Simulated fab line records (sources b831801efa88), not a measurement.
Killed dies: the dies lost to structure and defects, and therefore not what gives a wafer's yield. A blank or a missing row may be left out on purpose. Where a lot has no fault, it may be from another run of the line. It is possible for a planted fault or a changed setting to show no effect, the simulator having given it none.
fab line records	flow sky130
record lots=5	wafers=15	lastDay=50
route steps=708 shown NWELL@66 PWDE@84 VT_ADJUST_HVTP@85 VT_ADJUST_LVTN@97
lots that met no fault: taken from a fault-free run of the same line
startH: start of the lot's first displayed wafer, in hours after the record's first day	waitH: hours since the lot's step before	" the same as in the row above	L1.1+2: a row that stands for several wafers	- no value, or no start was given	* or withheld: withheld	< > ~ a bound
route shown NAME@n: names a module that has steps shown in the file, with the first one's number in the route	usual: the fault-free wafers' mean and standard deviation	same: alike in all rows	chamber/n: place in a boat	sites: readings site by site	_std_site: their standard deviation	_edge_site: mean of outer sites minus mean of inner sites	radiusMm: for every site, how far away it sits from the centre of the wafer	mask NAME#n: copy n	behind: the last tool/chamber to shape the wafer	hold: why the lot was held/for how many hours/how that ended	device: the transistor (n, p or np) that didn't switch	end of line: tests of these same wafers at the route's end	step lacking rows: just its recipe	killed: dies lost to structure and defects at the first sort, not the wafer's yield	map: shows each die of a wafer: x if killed, . if not, _ if none is there
set.NAME: the setting the step ran with; set.NAME@STEP: the setting that earlier step ran with	model.NAME: the simulator's own value behind a step, which no gauge read
lots seen at some steps along the route; tables by step, rows by wafer
services: the hour from which a tool's chamber was out of use, counted from the record's first day as startH (under 0 if before that day), plus the number of hours and why
## steps
# step SKY_NWELL_IMPLANT_13
# recipe species=P	energyKev=50	doseCm2=7e+11	tiltDeg=withheld
# step SKY_NWELL_STRIP_14
# recipe chemistry=O2/N2	powerW=1400	pressureMtorr=1500	platenTempC=withheld	o2FlowSccm=3000	n2FlowSccm=300	overashFraction=0.5
# usual drypumpMotorCurrentA=5.9/0.47	o2FlowSccm=3000/8.8	oesProductAu=0.722/0.005	stripTimeToEndpointS=36.93/0.11
lot.wafer	tool	chamber	startH	waitH	drypumpMotorCurrentA	o2FlowSccm	oesProductAu	rfHoursCounterH	stripTimeToEndpointS
L880.1	plasmaAsher-04	1	110.18	0.1	5.3	3019	0.722	29	37.08
L880.2	"	0	"	"	6.0	2995	0.721	29	37.04
L880.3	"	1	"	"	5.3	3018	0.720	-	37.10
L884.1	plasmaAsher-04	1	132.79	0.1	5.3	3002	0.721	31	37.17
L884.5	"	1	"	"	5.3	2987	0.723	-	37.11
L884.6	"	0	"	"	6.0	3004	0.722	-	37.14
L891.3	plasmaAsher-01	1	174.73	0.1	6.7	3006	0.719	-	36.87
L891.5	"	0	"	"	6.2	2990	0.717	-	36.89
L891.6	"	1	"	"	6.7	3008	0.725	-	36.90
L898.1	plasmaAsher-01	0	213.98	0.1	6.1	2996	0.722	55	36.97
L898.4	"	0	"	"	6.1	2990	0.717	-	36.95
L898.6	"	1	"	"	6.7	3007	0.723	-	36.96
L899.4	plasmaAsher-04	1	221.12	0.1	5.3	2990	0.720	-	36.84
L899.5	"	0	"	"	6.0	3012	0.733	-	36.82
L899.6	"	1	"	"	5.3	2989	0.711	-	36.85
# step SKY_NWELL_TW_MEAS_15
# usual NWELL_TW=1806/12
lot.wafer	tool	chamber	startH	waitH	NWELL_TW
L880.1	filmMetro-02	-	110.28	0.1	1792
L880.2	"	-	"	"	1789
L880.3	"	-	"	"	1803
L884.1	filmMetro-02	-	132.89	0.1	1794
L884.5	"	-	"	"	1795
L884.6	"	-	"	"	1791
L891.3	filmMetro-01	-	174.81	0.1	1804
L891.5	"	-	"	"	1807
L891.6	"	-	"	"	1791
L898.1	filmMetro-02	-	214.08	0.1	1803
L898.4	"	-	"	"	1801
L898.6	"	-	"	"	1801
L899.4	filmMetro-02	-	221.22	0.1	1813
L899.5	"	-	"	"	1811
L899.6	"	-	"	"	1806
# step SKY_NWELL_DEHYDRATE_16
# recipe tempC=200	timeS=60
# step SKY_NWELL_HMDS_17
# recipe primeTimeS=60	primeTempC=120
# step SKY_NWELL_COAT_18
# recipe spinRpm=2000	resistThkNm=3000
# step SKY_NWELL_SOFTBAKE_19
# recipe tempC=110	timeS=withheld
# step SKY_NWELL_EXPOSE_20
# recipe maskId=NWM_COMPLEMENT	na=0.6	sourceShape=conventional	sigmaOuter=0.6	polarization=unpolarized	targetCdNm=840	doseMj=260
# step SKY_NWELL_PEB_21
# recipe tempC=115	timeS=withheld
# step SKY_NWELL_DEVELOP_22
# recipe wallAngleDeg=90	developer=TMAH	developTimeS=60	devTempC=23
# step SKY_NWELL_OVL_MEAS_23
# usual NWELL_01_OVL=-0.4/1.4
lot.wafer	tool	chamber	startH	waitH	NWELL_01_OVL[nm]
L880.1	overlay-01	-	128.51	-	1.8
L880.2	"	-	"	"	1.2
L880.3	"	-	"	"	0.8
L884.1	overlay-01	-	151.46	-	-1.6
L884.5	"	-	"	"	-2.3
L884.6	"	-	"	"	-1.5
L891.3	overlay-01	-	195.96	-	-2.0
L891.5	"	-	"	"	-3.7
L891.6	"	-	"	"	-1.9
L898.1	overlay-02	-	236.85	-	1.9
L898.4	"	-	"	"	-0.3
L898.6	"	-	"	"	1.3
L899.4	overlay-01	-	244.37	-	-0.4
L899.5	"	-	"	"	-1.3
L899.6	"	-	"	"	2.1
# step SKY_NWELL_IMPLANT_24
# recipe species=B	energyKev=140	doseCm2=9.2e+12	tiltDeg=withheld
# step SKY_NWELL_STRIP_25
# recipe chemistry=O2/N2	powerW=1400	pressureMtorr=1500	platenTempC=withheld	o2FlowSccm=3000	n2FlowSccm=300	overashFraction=0.5
# usual drypumpMotorCurrentA=6.0/0.45	o2FlowSccm=2999/8.4	oesProductAu=0.723/0.0041	stripTimeToEndpointS=36.94/0.088
lot.wafer	tool	chamber	startH	waitH	drypumpMotorCurrentA	o2FlowSccm	oesProductAu	rfHoursCounterH	stripTimeToEndpointS	model.coat_of_NWELL_COAT_18.thkNm
L880.1	plasmaAsher-03	0	128.69	0.1	5.8	3004	0.726	1	37.04	0
L880.2	"	1	"	"	5.7	2999	0.716	1	37.04	0
L880.3	"	1	"	"	5.7	2986	0.722	-	36.99	0
L884.1	plasmaAsher-01	0	151.64	0.1	6.1	2992	0.723	49	36.91	0
L884.5	"	0	"	"	6.1	3005	0.724	-	36.91	0
L884.6	"	1	"	"	6.7	2990	0.728	-	36.92	0
L891.3	plasmaAsher-03	1	196.17	0.1	5.7	2977	0.961	-	-	786.7
L891.5	"	0	"	"	5.8	2998	0.952	-	-	786.1
L891.6	"	1	"	"	5.7	2993	0.962	-	-	785.7
L898.1	plasmaAsher-01	0	237.03	0.1	6.1	3004	0.723	57	37.00	0
L898.4	"	0	"	"	6.1	2994	0.720	-	36.92	0
L898.6	"	0	"	"	6.1	2996	0.723	-	36.98	0
L899.4	plasmaAsher-01	1	244.57	0.1	6.6	2997	0.721	-	36.88	0
L899.5	"	0	"	"	6.1	2989	0.712	-	36.87	0
L899.6	"	1	"	"	6.7	3001	0.731	-	36.92	0
# step SKY_NWELL_TW_MEAS_26
# usual NWELL_2_TW=495/4.7
lot.wafer	tool	chamber	startH	waitH	NWELL_2_TW
L880.1	filmMetro-01	-	128.79	0.1	490
L880.2	"	-	"	"	492
L880.3	"	-	"	"	492
L884.1	filmMetro-04	-	151.74	0.1	503
L884.5	"	-	"	"	499
L884.6	"	-	"	"	500
L891.3	filmMetro-02	-	196.26	0.1	492
L891.5	"	-	"	"	493
L891.6	"	-	"	"	495
L898.1	filmMetro-04	-	237.13	0.1	503
L898.4	"	-	"	"	502
L898.6	"	-	"	"	502
L899.4	filmMetro-04	-	244.67	0.1	506
L899.5	"	-	"	"	503
L899.6	"	-	"	"	502
# step SKY_NWELL_CLEAN_27
# recipe chemistry=SC1/SC2	mix=1:4:20	tempC=70	timeS=150	dry=n2Spin
# step SKY_NWELL_RTA_28
# recipe tempC=1050	timeS=30	idleTempC=650	rampUpCPerS=150	rampDownCPerS=90	ambient=N2
# usual lampPowerPct=25.30/0.054	wafer_temp_C_max=1054.9/0.91
lot.wafer	tool	chamber	startH	waitH	lampPowerPct	wafer_temp_C_max
L880.1	rtpAnneal-01	0	128.91	0.0	25.40	1054.3
L880.2	"	0	"	"	25.26	1054.5
L880.3	"	0	"	"	25.24	1054.4
L884.1	rtpAnneal-02	0	151.85	0.0	25.33	1054.8
L884.5	"	0	"	"	25.38	1054.8
L884.6	"	0	"	"	25.32	1054.6
L891.3	rtpAnneal-01	0	196.43	0.0	25.39	1054.4
L891.5	"	0	"	"	25.30	1056.1
L891.6	"	0	"	"	25.44	1057.0
L898.1	rtpAnneal-01	0	237.24	0.0	25.29	1054.6
L898.4	"	0	"	"	25.35	1054.4
L898.6	"	0	"	"	25.23	1053.9
L899.4	rtpAnneal-02	0	244.80	0.1	25.30	1053.9
L899.5	"	0	"	"	25.34	1055.1
L899.6	"	0	"	"	25.37	1053.8
# step SKY_NWELL_RS_MEAS_29
# recipe thkMeasGauge=four-point-probe
# usual NWELL_RS=626.0/1.6
lot.wafer	tool	chamber	startH	waitH	NWELL_RS[ohm/sq]
L880.1	filmMetro-02	-	129.01	0.1	624.8
L880.2	"	-	"	"	625.6
L880.3	"	-	"	"	624.7
L884.1	filmMetro-02	-	151.95	0.1	626.8
L884.5	"	-	"	"	627.8
L884.6	"	-	"	"	628.2
L891.3	filmMetro-04	-	196.54	0.1	624.8
L891.5	"	-	"	"	623.8
L891.6	"	-	"	"	626.3
L898.1	filmMetro-02	-	237.34	0.1	626.3
L898.4	"	-	"	"	627.4
L898.6	"	-	"	"	625.0
L899.4	filmMetro-01	-	244.91	0.1	624.2
L899.5	"	-	"	"	621.4
L899.6	"	-	"	"	621.6
# step SKY_NWELL_RS_MEAS_31
# recipe thkMeasGauge=four-point-probe
# usual PWDE_RS=5278/17
lot.wafer	tool	chamber	startH	waitH	PWDE_RS[ohm/sq]
L880.1	filmMetro-02	-	129.25	0.1	5297
L880.2	"	-	"	"	5297
L880.3	"	-	"	"	5274
L884.1	filmMetro-02	-	152.19	0.1	5266
L884.5	"	-	"	"	5271
L884.6	"	-	"	"	5292
L891.3	filmMetro-04	-	196.78	0.1	5296
L891.5	"	-	"	"	5298
L891.6	"	-	"	"	5294
L898.1	filmMetro-02	-	237.58	0.1	5264
L898.4	"	-	"	"	5289
L898.6	"	-	"	"	5265
L899.4	filmMetro-01	-	245.15	0.1	5283
L899.5	"	-	"	"	5289
L899.6	"	-	"	"	5285
# step SKY_VT_ADJUST_HVTP_DEHYDRATE_00
# recipe tempC=200	timeS=60
# step SKY_VT_ADJUST_HVTP_HMDS_01
# recipe primeTimeS=60	primeTempC=120
# step SKY_VT_ADJUST_HVTP_COAT_02
# recipe resist=NOVOLAK	spinRpm=3000	resistThkNm=1140
# step SKY_VT_ADJUST_HVTP_SOFTBAKE_03
# recipe tempC=90	timeS=60	resist=NOVOLAK
# step SKY_VT_ADJUST_HVTP_EXPOSE_04
# recipe maskId=HVTPM	na=0.6	sourceShape=conventional	sigmaOuter=0.6	polarization=unpolarized	targetCdNm=380	doseMj=140
# step SKY_VT_ADJUST_HVTP_PEB_05
# recipe tempC=withheld	timeS=*	resist=NOVOLAK
# step SKY_VT_ADJUST_HVTP_DEVELOP_06
# recipe resist=NOVOLAK	developer=TMAH	developTimeS=60	devTempC=23
# step SKY_VT_ADJUST_HVTP_CD_MEAS_07
# recipe targetCdNm=380
# usual cdNm=380.0/2.5
lot.wafer	tool	chamber	startH	waitH	cdNm
L880.1	cdSem-02	-	149.10	0.1	380.2
L880.2	"	-	"	"	381.0
L880.3	"	-	"	"	378.7
L884.1	cdSem-02	-	172.11	0.1	376.6
L884.5	"	-	"	"	373.8
L884.6	"	-	"	"	377.3
L891.3	cdSem-01	-	219.45	0.1	380.5
L891.5	"	-	"	"	380.6
L891.6	"	-	"	"	379.8
L898.1	cdSem-01	-	262.46	0.1	381.1
L898.4	"	-	"	"	380.8
L898.6	"	-	"	"	377.7
L899.4	cdSem-02	-	269.72	0.1	381.7
L899.5	"	-	"	"	381.6
L899.6	"	-	"	"	379.7
# step SKY_VT_ADJUST_HVTP_OVL_MEAS_08
# usual VT_ADJUST_HVTP_OVL=1.2/1.3
lot.wafer	tool	chamber	startH	waitH	VT_ADJUST_HVTP_OVL[nm]
L880.1	overlay-02	-	149.22	0.1	-1.0
L880.2	"	-	"	"	-0.9
L880.3	"	-	"	"	-1.9
L884.1	overlay-01	-	172.23	0.1	1.3
L884.5	"	-	"	"	0.9
L884.6	"	-	"	"	-0.4
L891.3	overlay-02	-	219.54	0.1	1.2
L891.5	"	-	"	"	2.3
L891.6	"	-	"	"	0.4
L898.1	overlay-01	-	262.58	0.1	1.3
L898.4	"	-	"	"	1.6
L898.6	"	-	"	"	2.7
L899.4	overlay-01	-	269.80	0.1	-1.5
L899.5	"	-	"	"	0.4
L899.6	"	-	"	"	0.2
# step SKY_VT_ADJUST_HVTP_IMPLANT_09
# recipe species=As	energyKev=150	doseCm2=4.3e+12	tiltDeg=withheld
# step SKY_VT_ADJUST_HVTP_STRIP_10
# recipe chemistry=O2/N2	powerW=1400	pressureMtorr=1500	platenTempC=withheld	o2FlowSccm=3000	n2FlowSccm=300	overashFraction=0.5
# usual drypumpMotorCurrentA=5.9/0.4	o2FlowSccm=2999/9.7	oesProductAu=0.715/0.0045	stripTimeToEndpointS=14.19/0.049
lot.wafer	tool	chamber	startH	waitH	drypumpMotorCurrentA	o2FlowSccm	oesProductAu	rfHoursCounterH	stripTimeToEndpointS
L880.1	plasmaAsher-04	1	149.41	0.1	5.3	3009	0.707	33	14.18
L880.2	"	0	"	"	6.0	2998	0.716	33	14.16
L880.3	"	1	"	"	5.3	3016	0.713	-	14.20
L884.1	plasmaAsher-02	0	172.41	0.1	5.8	2978	0.722	47	14.14
L884.5	"	1	"	"	6.0	3015	0.722	-	14.21
L884.6	"	0	"	"	5.8	2995	0.709	-	14.18
L891.3	plasmaAsher-01	1	219.74	0.1	6.7	2999	0.717	-	25.95
L891.5	"	0	"	"	6.2	3000	0.719	-	25.98
L891.6	"	1	"	"	6.7	2987	0.718	-	25.99
L898.1	plasmaAsher-01	0	262.77	0.1	6.1	3019	0.720	60	14.19
L898.4	"	0	"	"	6.1	3001	0.709	-	14.16
L898.6	"	1	"	"	6.7	2983	0.704	-	14.21
L899.4	plasmaAsher-04	1	270.00	0.1	5.3	2999	0.723	-	14.25
L899.5	"	1	"	"	5.3	3005	0.718	-	14.22
L899.6	"	0	"	"	6.0	2997	0.711	-	14.22
# step SKY_VT_ADJUST_HVTP_TW_MEAS_11
# usual VT_ADJUST_HVTP_TW=1357/13
lot.wafer	tool	chamber	startH	waitH	VT_ADJUST_HVTP_TW
L880.1	filmMetro-01	-	149.51	0.1	1345
L880.2	"	-	"	"	1339
L880.3	"	-	"	"	1342
L884.1	filmMetro-03	-	172.51	0.1	1374
L884.5	"	-	"	"	1367
L884.6	"	-	"	"	1364
L891.3	filmMetro-04	-	219.83	0.1	30
L891.5	"	-	"	"	31
L891.6	"	-	"	"	30
L898.1	filmMetro-04	-	262.87	0.1	1371
L898.4	"	-	"	"	1369
L898.6	"	-	"	"	1378
L899.4	filmMetro-01	-	270.10	0.1	1343
L899.5	"	-	"	"	1348
L899.6	"	-	"	"	1342
# step SKY_VT_ADJUST_LVTN_DEHYDRATE_00
# recipe tempC=200	timeS=60
## services
tool	chamber	startH	hours	kind
plasmaAsher-03	-	108.75	9.0	pm
plasmaAsher-03	0	108.75	9.0	ventCycle
plasmaAsher-03	1	108.75	9.0	ventCycle
plasmaAsher-03	0	117.75	-	clean
plasmaAsher-03	1	117.75	-	clean
rtpAnneal-01	-	131.22	2.7	pm
plasmaAsher-03	-	220.70	3.4	repair
plasmaAsher-04	-	245.35	5.1	repair
## key
firstSign step=SKY_NWELL_STRIP_25	reading=oesProductAu	direction=up	sigmas=57	usual=0.723	struck=0.958
effect step=SKY_VT_ADJUST_HVTP_STRIP_10	reading=stripTimeToEndpointS	direction=up	sigmas=99+	usual=*	struck=*
effect step=SKY_VT_ADJUST_HVTP_TW_MEAS_11	reading=VT_ADJUST_HVTP_TW	direction=down	sigmas=99+	usual=1357	struck=30
modelEffect step=SKY_NWELL_STRIP_25	value=coat_of_NWELL_COAT_18.thkNm	without=0	struck=786.2
metAt SKY_NWELL_STRIP_25
struckWafers L891.3,L891.5,L891.6
sortLeftOut L891.3,L891.5,L891.6
testerLeftOut L891
onsetBetween 128.69 196.17
fault kind=stripAborted	tool=plasmaAsher-03	chamber=-	onsetH=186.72	steps=SKY_NWELL_STRIP_25	offset=0.54353	endH=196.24
# testerLeftOut: of these lots the tester's yield and bins aren't shown, on N5 and GAA mostly nor the transistor test; their killed dies are dies lost to structure and defects alone, not to doping, threshold or leakage, so they don't give the yield
# sortLeftOut: the simulated sort isn't trusted on such a fault, so these wafers' sort isn't shown, and their yield isn't known
